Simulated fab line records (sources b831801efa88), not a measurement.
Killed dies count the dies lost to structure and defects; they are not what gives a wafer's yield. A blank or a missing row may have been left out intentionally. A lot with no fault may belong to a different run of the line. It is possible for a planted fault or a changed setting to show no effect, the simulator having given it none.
The tool behind it: which one? ; flow sky130 ; route of 708 steps, sampled at 1 step: 7 lots, 21 wafers

## WHAT EACH GAUGE READ, for each wafer
SKY_FIELD_ISO_CD_MEAS_13: the cd target is 150 nm.
lot;measured;on;cd nm (nm)
L238;day 2 14:25;cd sem-01;149.4 149.5 149.1
L240;day 3 03:19;cd sem-01;147.0 146.2 148.0
L244;day 3 23:59;cd sem-01;148.9 150.5 151.3
L252;day 5 16:34;cd sem-02;154.3 153.8 154.1
L254;day 6 01:58;cd sem-02;149.8 150.1 149.9
L256;day 6 13:46;cd sem-02;148.9 147.7 148.8
L258;day 6 22:59;cd sem-01;151.9 151.2 152.1

## WHICH TOOL RAN EACH LOT (tool, then ch and the chambers of the sampled wafers, then the start)
There is no process step in the record ahead of these readings.

## THE ANSWER, worked out from the rows above alone
Rule: the lots themselves supply what counts as usual. Put in order of their means at a reading, lots are off if they are a third of the lots or fewer, leave a main group of 4 or more, and stand apart from it by a gap of 3 or more times the standard deviation of the main group's means; of several such gaps the widest counts. The tables above print the reading to a certain number of digits; a main group whose means all agree to those digits is not used. A lot without any number at a reading at which 4 lots or more have one is off too. All remaining lots with rows at the step are treated as sound.
Nothing can be told from this: no lot is off at any reading shown.

## WHAT HAD BEEN PUT IN BY THE SIMULATOR
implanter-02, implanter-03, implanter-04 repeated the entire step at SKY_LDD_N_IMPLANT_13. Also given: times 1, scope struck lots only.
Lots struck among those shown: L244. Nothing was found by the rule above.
